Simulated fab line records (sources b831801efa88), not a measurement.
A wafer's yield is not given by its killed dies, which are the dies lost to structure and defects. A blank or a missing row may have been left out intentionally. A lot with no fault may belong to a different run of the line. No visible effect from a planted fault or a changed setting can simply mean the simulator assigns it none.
fab line records	flow sfq-line
[record] lots = 14	wafers = 42	last-day = 91
route steps=325 shown I5@237 M6@252 I6@266 I7@296
lots that met no fault: from a run of the same line without faults
start-h: hours from the record's opening day to when the first of the lot's shown wafers began	wait-h: hours since the lot's step before	" the same as in the row above	L1.1+2: several wafers, shown together as one row	- no value present, or no start provided	* or withheld: withheld	< > ~ a bound
route shown NAME@n: NAME is a module with steps in the file, n the number in the route of the first one	usual: mean/standard deviation of fault-free wafers	same: alike in all rows	chamber/n: place in a boat	sites: each site's reading	_std_site: standard deviation of those values	_edge_site: the outer-site mean with the inner-site mean subtracted	radius-mm: how far each site lies from the wafer's centre	mask NAME#n: copy n	behind: the most recent tool/chamber to have shaped the wafer	hold: cause of the lot's hold/its duration in hours/its outcome	device: whichever transistor did not switch (one of n, p or np)	end of line: the tests these same wafers got at the end of their route	a step with no rows: only its recipe	killed: the dies lost at the first sort to structure and to defects; this is not the yield of the wafer	map: per-die view of a wafer (x killed, . not killed, _ where there is no die)
set.NAME: setting as actually run; set.NAME@STEP: the setting as run at that earlier step	model.NAME: the simulator's own value behind a step, which no gauge read
steps of the route over a sample of lots; a table a step, a row a wafer
services: a tool's chamber out of use, with start hour (start-h, from the record's first day; less than 0 if before it), hours out, and reason
[[steps]]
[step SFQ_TRILAYER_I5_ETCH_VIA_ETCH_147]
[recipe] stop-on = Nb	mask-material = PR	chemistry = CHF3	target-depth-nm = 360	source-w = 500	bias-w = 80	pressure-mtorr = 30	time-s = withheld
[usual] drypump-motor-current-A = 5.7/0.57	oes-product-au = 0.988/0.0065
lot.wafer	tool	chamber	start-h	wait-h	drypump-motor-current-A	oes-product-au
L793.3	rie-diel-03	0	1476.80	0.0	5.8	0.986
L793.5	"	3	"	"	5.8	0.973
L793.6	"	2	"	"	5.7	0.990
L794.1	rie-diel-04	1	1478.00	0.0	4.7	0.991
L794.4	"	0	"	"	5.7	0.990
L794.6	"	1	"	"	4.7	0.992
L796.1	rie-diel-04	0	1485.20	0.0	5.8	0.984
L796.4	"	0	"	"	5.7	0.989
L796.6	"	3	"	"	6.1	0.992
L799.3	rie-diel-04	1	1516.97	0.0	4.7	0.983
L799.4	"	3	"	"	6.1	0.996
L799.6	"	1	"	"	4.7	0.996
L800.1	rie-diel-02	2	1518.17	0.0	4.7	0.993
L800.2	"	0	"	"	6.0	0.996
L800.6	"	3	"	"	6.1	0.989
L801.2	rie-diel-04	3	1545.92	0.0	6.1	0.993
L801.3	"	1	"	"	4.7	0.987
L801.5	"	3	"	"	6.1	0.988
L802.1	rie-diel-04	1	1564.43	0.0	4.7	0.990
L802.2	"	3	"	"	6.1	0.997
L802.4	"	2	"	"	6.5	0.992
L803.2	rie-diel-03	1	1570.50	0.0	4.9	0.994
L803.4	"	0	"	"	5.7	0.996
L803.6	"	2	"	"	5.7	0.982
L804.3	rie-diel-04	2	1571.70	0.0	6.5	0.993
L804.5	"	3	"	"	6.1	0.985
L804.6	"	2	"	"	6.5	0.983
L808.3	rie-diel-02	3	1587.78	0.0	6.1	0.990
L808.4	"	1	"	"	6.0	0.984
L808.6	"	2	"	"	4.7	0.994
L810.1	rie-diel-02	1	1600.52	0.0	6.1	0.981
L810.2	"	3	"	"	6.2	0.980
L810.4	"	3	"	"	6.2	0.989
L812.2	rie-diel-02	3	1626.09	0.0	6.2	0.982
L812.4	"	2	"	"	4.7	0.985
L812.6	"	2	"	"	4.7	0.978
L813.2	rie-diel-02	1	1632.09	0.0	6.0	0.981
L813.3	"	2	"	"	4.7	0.974
L813.4	"	3	"	"	6.1	0.985
L814.1	rie-diel-03	1	1634.49	0.0	4.9	0.995
L814.5	"	3	"	"	5.9	0.980
L814.6	"	2	"	"	5.7	0.991
[step SFQ_TRILAYER_M6_DEP_SPUTTER_157]
[recipe] material = Nb	base-pressure-pa = 1.33e-06	chamber-pressure-pa = 0.1333	substrate-temp-c = 20	target-thk-nm = 200	power-w = 2000	time-s = 133.3
[usual] throttle-valve-pct = 30.3/0.94
lot.wafer	tool	chamber	start-h	wait-h	throttle-valve-pct
L793.3	pvd-sputter-03	-	1596.71	0.0	31.5
L793.5	"	-	"	"	30.8
L793.6	"	-	"	"	30.1
L794.1	pvd-sputter-06	-	1599.11	0.0	30.8
L794.4	"	-	"	"	30.7
L794.6	"	-	"	"	29.5
L796.1	pvd-sputter-06	-	1605.11	0.0	30.9
L796.4	"	-	"	"	29.9
L796.6	"	-	"	"	30.9
L799.3	pvd-sputter-06	-	1623.36	0.0	29.8
L799.4	"	-	"	"	30.7
L799.6	"	-	"	"	30.6
L800.1	pvd-sputter-04	-	1635.18	0.0	29.3
L800.2	"	-	"	"	27.9
L800.6	"	-	"	"	29.4
L801.2	pvd-sputter-06	-	1659.39	0.0	29.5
L801.3	"	-	"	"	30.6
L801.5	"	-	"	"	30.9
L802.1	pvd-sputter-04	-	1679.22	0.0	27.6
L802.2	"	-	"	"	29.3
L802.4	"	-	"	"	31.0
L803.2	pvd-sputter-03	-	1687.46	0.0	31.1
L803.4	"	-	"	"	31.4
L803.6	"	-	"	"	31.0
L804.3	pvd-sputter-04	-	1688.82	0.0	28.0
L804.5	"	-	"	"	30.7
L804.6	"	-	"	"	31.2
L808.3	pvd-sputter-06	-	1703.29	0.0	29.6
L808.4	"	-	"	"	29.6
L808.6	"	-	"	"	31.0
L810.1	pvd-sputter-03	-	1716.49	0.0	30.6
L810.2	"	-	"	"	31.2
L810.4	"	-	"	"	30.7
L812.2	pvd-sputter-06	-	1735.82	0.0	29.7
L812.4	"	-	"	"	29.7
L812.6	"	-	"	"	29.9
L813.2	pvd-sputter-06	-	1741.82	0.0	30.8
L813.3	"	-	"	"	29.9
L813.4	"	-	"	"	29.4
L814.1	pvd-sputter-04	-	1745.42	0.0	30.9
L814.5	"	-	"	"	30.7
L814.6	"	-	"	"	31.3
[step SFQ_M6_RS_MEAS_938]
[recipe] thk-meas-gauge = four-point-probe	reads = Nb_of_TRILAYER_M6_DEP_SPUTTER_157
[usual] M6_NB_RS = 0.892/0.0073
lot.wafer	tool	chamber	start-h	wait-h	M6_NB_RS[ohm/sq]
L793.3	film-metro-04	-	1596.85	0.1	0.884
L793.5	"	-	"	"	0.886
L793.6	"	-	"	"	0.894
L794.1	film-metro-01	-	1599.21	0.0	0.904
L794.4	"	-	"	"	0.889
L794.6	"	-	"	"	0.885
L796.1	film-metro-02	-	1605.21	0.0	0.888
L796.4	"	-	"	"	0.891
L796.6	"	-	"	"	0.883
L799.3	film-metro-01	-	1623.50	0.1	0.907
L799.4	"	-	"	"	0.903
L799.6	"	-	"	"	0.898
L800.1	film-metro-01	-	1635.27	0.0	0.884
L800.2	"	-	"	"	0.896
L800.6	"	-	"	"	0.890
L801.2	film-metro-04	-	1659.50	0.1	0.891
L801.3	"	-	"	"	0.892
L801.5	"	-	"	"	0.888
L802.1	film-metro-04	-	1679.31	0.0	0.895
L802.2	"	-	"	"	0.887
L802.4	"	-	"	"	0.888
L803.2	film-metro-04	-	1687.57	0.1	0.888
L803.4	"	-	"	"	0.893
L803.6	"	-	"	"	0.902
L804.3	film-metro-02	-	1688.95	0.1	0.906
L804.5	"	-	"	"	0.899
L804.6	"	-	"	"	0.894
L808.3	film-metro-01	-	1703.42	0.1	0.889
L808.4	"	-	"	"	0.878
L808.6	"	-	"	"	0.890
L810.1	film-metro-01	-	1716.58	0.0	0.884
L810.2	"	-	"	"	0.888
L810.4	"	-	"	"	0.891
L812.2	film-metro-04	-	1735.93	0.1	0.634
L812.4	"	-	"	"	0.630
L812.6	"	-	"	"	0.631
L813.2	film-metro-02	-	1741.93	0.1	0.636
L813.3	"	-	"	"	0.635
L813.4	"	-	"	"	0.630
L814.1	film-metro-01	-	1745.51	0.0	0.899
L814.5	"	-	"	"	0.896
L814.6	"	-	"	"	0.897
[step SFQ_TRILAYER_M6_ETCH_METAL_ETCH_162]
[recipe] target = Nb	stop-on = SiO2	mask-material = PR	chemistry = Cl2/Ar	target-depth-nm = 240	icp-w = 600	bias-w = 80	pressure-mtorr = 10	time-s = 120
[usual] drypump-motor-current-A = 5.6/0.49	oes-product-au = 0.893/0.0062
lot.wafer	tool	chamber	start-h	wait-h	drypump-motor-current-A	oes-product-au	rf-hours-counter-h
L793.3	rie-metal-02	1	1712.17	0.1	5.0	0.900	-
L793.5	"	0	"	"	6.3	0.898	-
L793.6	"	1	"	"	5.1	0.889	-
L794.1	rie-metal-03	0	1714.53	0.0	5.5	0.888	72
L794.4	"	0	"	"	5.5	0.893	-
L794.6	"	0	"	"	5.5	0.890	-
L796.1	rie-metal-03	0	1720.46	0.0	5.5	0.892	73
L796.4	"	0	"	"	5.5	0.889	-
L796.6	"	1	"	"	5.3	0.887	-
L799.3	rie-metal-03	1	1733.70	0.1	5.2	0.889	-
L799.4	"	0	"	"	5.5	0.885	-
L799.6	"	0	"	"	5.5	0.893	-
L800.1	rie-metal-03	0	1743.38	0.0	5.5	0.895	75
L800.2	"	1	"	"	5.2	0.883	48
L800.6	"	0	"	"	5.5	0.896	-
L801.2	rie-metal-03	0	1763.91	0.0	5.5	0.889	77
L801.3	"	0	"	"	5.5	0.888	-
L801.5	"	1	"	"	5.2	0.900	-
L802.1	rie-metal-02	1	1786.71	0.0	5.1	0.893	88
L802.2	"	0	"	"	6.3	0.890	0
L802.4	"	1	"	"	5.1	0.890	-
L803.2	rie-metal-02	1	1796.43	0.0	5.1	0.892	89
L803.4	"	1	"	"	5.1	0.886	-
L803.6	"	0	"	"	6.3	0.897	-
L804.3	rie-metal-03	1	1797.68	0.1	5.2	0.885	-
L804.5	"	0	"	"	5.5	0.890	-
L804.6	"	1	"	"	5.3	0.895	-
L808.3	rie-metal-03	1	1813.40	0.1	5.3	0.898	-
L808.4	"	0	"	"	5.5	0.905	-
L808.6	"	0	"	"	5.5	0.895	-
L810.1	rie-metal-01	1	1824.16	0.0	6.6	0.902	111
L810.2	"	0	"	"	5.5	0.898	41
L810.4	"	0	"	"	5.5	0.893	-
L812.2	rie-metal-03	1	1844.56	0.0	5.2	0.986	60
L812.4	"	0	"	"	5.5	0.998	-
L812.6	"	1	"	"	5.2	0.982	-
L813.2	rie-metal-02	1	1851.09	0.0	5.1	1.005	98
L813.3	"	1	"	"	5.1	1.005	-
L813.4	"	0	"	"	6.3	1.007	-
L814.1	rie-metal-02	0	1853.49	0.0	6.3	0.895	11
L814.5	"	1	"	"	5.1	0.896	-
L814.6	"	0	"	"	6.3	0.886	-
[step SFQ_TRILAYER_I6_DEP_PECVD_165]
[recipe] material = SiO2	temp-c = 150	time-s = 111.11	pressure-torr = 2.4	rf-w = 183.3	precursor = SiH4/N2O	target-thk-nm = 500
[usual] heater-power-w = 84/10	throttle-valve-pct = 25.4/1.1
lot.wafer	tool	chamber	start-h	wait-h	heater-power-w	throttle-valve-pct
L793.3	pecvd-02	0	1713.05	0.0	87	24.3
L793.5	"	2	"	"	82	24.3
L793.6	"	0	"	"	72	24.3
L794.1	pecvd-01	2	1715.45	0.0	84	24.5
L794.4	"	0	"	"	99	24.9
L794.6	"	2	"	"	70	24.5
L796.1	pecvd-02	1	1721.36	0.0	89	25.8
L796.4	"	2	"	"	74	24.3
L796.6	"	1	"	"	89	25.7
L799.3	pecvd-04	1	1734.56	0.0	81	27.9
L799.4	"	2	"	"	92	24.7
L799.6	"	1	"	"	84	27.8
L800.1	pecvd-02	0	1744.28	0.0	87	24.4
L800.2	"	2	"	"	79	24.3
L800.6	"	1	"	"	94	25.7
L801.2	pecvd-02	1	1764.81	0.0	94	26.0
L801.3	"	2	"	"	69	24.4
L801.5	"	1	"	"	95	25.9
L802.1	pecvd-04	1	1787.62	0.0	76	27.5
L802.2	"	0	"	"	69	27.0
L802.4	"	2	"	"	83	24.7
L803.2	pecvd-02	2	1797.33	0.0	83	24.6
L803.4	"	0	"	"	85	24.1
L803.6	"	2	"	"	82	24.3
L804.3	pecvd-04	0	1798.53	0.0	62	27.1
L804.5	"	2	"	"	91	24.8
L804.6	"	1	"	"	84	27.6
L808.3	pecvd-01	1	1814.26	0.0	89	25.0
L808.4	"	1	"	"	93	25.0
L808.6	"	2	"	"	80	24.6
L810.1	pecvd-02	0	1825.06	0.0	76	24.3
L810.2	"	1	"	"	91	26.1
L810.4	"	1	"	"	96	25.9
L812.2	pecvd-01	2	1845.46	0.0	80	24.7
L812.4	"	2	"	"	82	24.6
L812.6	"	1	"	"	94	25.2
L813.2	pecvd-04	2	1851.99	0.0	80	24.7
L813.3	"	1	"	"	81	27.8
L813.4	"	2	"	"	84	25.0
L814.1	pecvd-02	1	1854.39	0.0	99	26.0
L814.5	"	1	"	"	102	26.0
L814.6	"	0	"	"	71	24.5
[step SFQ_TRILAYER_I7_DEP_PECVD_183]
[recipe] material = SiO2	temp-c = 150	time-s = 111.11	pressure-torr = 2.4	rf-w = 183.3	precursor = SiH4/N2O	target-thk-nm = 500
[usual] heater-power-w = 84/8.6	throttle-valve-pct = 24.8/0.99
lot.wafer	tool	chamber	start-h	wait-h	heater-power-w	throttle-valve-pct
L793.3	pecvd-03	2	1831.59	0.0	87	22.8
L793.5	"	1	"	"	83	24.6
L793.6	"	2	"	"	90	23.0
L794.1	pecvd-02	1	1835.19	0.0	88	26.0
L794.4	"	1	"	"	92	25.9
L794.6	"	2	"	"	83	24.4
L796.1	pecvd-01	1	1839.99	0.0	106	25.1
L796.4	"	1	"	"	87	25.0
L796.6	"	0	"	"	95	25.2
L799.3	pecvd-01	2	1936.45	0.0	84	25.0
L799.4	"	0	"	"	100	25.0
L799.6	"	2	"	"	67	25.1
L800.1	pecvd-03	0	1944.85	0.0	79	23.5
L800.2	"	2	"	"	75	23.0
L800.6	"	1	"	"	79	25.1
L801.2	pecvd-02	0	1968.98	0.0	77	24.7
L801.3	"	2	"	"	70	24.9
L801.5	"	1	"	"	93	26.4
L802.1	pecvd-02	0	1985.90	0.0	85	24.6
L802.2	"	2	"	"	81	25.2
L802.4	"	0	"	"	84	24.7
L803.2	pecvd-03	2	1991.90	0.0	88	23.1
L803.4	"	0	"	"	71	23.9
L803.6	"	2	"	"	74	22.9
L804.3	pecvd-02	0	1994.48	0.0	86	24.4
L804.5	"	0	"	"	71	24.8
L804.6	"	1	"	"	83	26.4
L808.3	pecvd-03	2	2008.70	0.0	75	23.0
L808.4	"	0	"	"	81	23.8
L808.6	"	1	"	"	80	25.6
L810.1	pecvd-01	2	2016.69	0.0	70	25.0
L810.2	"	1	"	"	105	25.3
L810.4	"	2	"	"	77	25.0
L812.2	pecvd-02	1	2028.26	0.0	89	26.0
L812.4	"	1	"	"	92	26.5
L812.6	"	2	"	"	68	24.8
L813.2	pecvd-02	1	2029.46	0.0	96	26.5
L813.3	"	0	"	"	81	24.5
L813.4	"	2	"	"	81	25.2
L814.1	pecvd-03	2	2031.86	0.0	88	23.2
L814.5	"	0	"	"	71	23.9
L814.6	"	2	"	"	75	23.1
[[services]]
tool	chamber	start-h	hours	kind
pecvd-01	2	1463.11	5.6	repair
pecvd-01	1	1480.69	13.1	repair
rie-diel-04	-	1492.29	0.9	repair
rie-metal-03	0	1514.09	16.6	repair
pvd-sputter-06	-	1594.94	3.3	repair
pecvd-02	-	1673.71	0.8	repair
pvd-sputter-06	-	1696.79	4.0	repair
pvd-sputter-06	-	1780.06	6.2	repair
rie-metal-03	1	1781.91	9.6	repair
pvd-sputter-06	-	1784.72	1.1	repair
pecvd-02	-	1820.16	2.8	pm
pvd-sputter-06	-	1826.95	1.1	repair
pecvd-02	0	1827.98	22.6	repair
pecvd-02	-	1836.25	6.0	pm
pecvd-02	1	1845.97	2.8	repair
pecvd-02	2	1884.63	15.2	repair
pvd-sputter-06	-	1889.57	0.9	repair
pecvd-02	1	1905.38	17.6	repair
pecvd-02	-	1944.05	0.7	repair
rie-metal-03	1	1962.29	14.9	repair
pvd-sputter-06	-	1962.98	1.6	repair
pecvd-02	1	1969.47	3.6	repair
pvd-sputter-06	-	1973.90	3.9	repair
rie-metal-03	1	2020.33	4.7	repair
[[key]]
[first-sign] step = SFQ_M6_RS_MEAS_938	reading = M6_NB_RS	direction = down	sigmas = 35	usual = 0.892	struck = 0.633
[effect] step = SFQ_TRILAYER_M6_ETCH_METAL_ETCH_162	reading = oes-product-au	direction = up	sigmas = 17	usual = 0.893	struck = 0.997
met-at SFQ_TRILAYER_M6_DEP_SPUTTER_157
struck-lots L812,L813
not-acting-at SFQ_TRILAYER_I5_ETCH_VIA_ETCH_147,SFQ_TRILAYER_I6_DEP_PECVD_165,SFQ_TRILAYER_I7_DEP_PECVD_183
onset-between 1703.29 1735.82
[fault] kind = process-parameter-drift	tool = pvd-sputter-06	chamber = -	onset-h = 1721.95	steps = SFQ_TRILAYER_M6_DEP_SPUTTER_157	channel = target-thk-nm	offset = 79.833	shape = step	end-h = 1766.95	acts-in = these-recipes-only	stated = 200
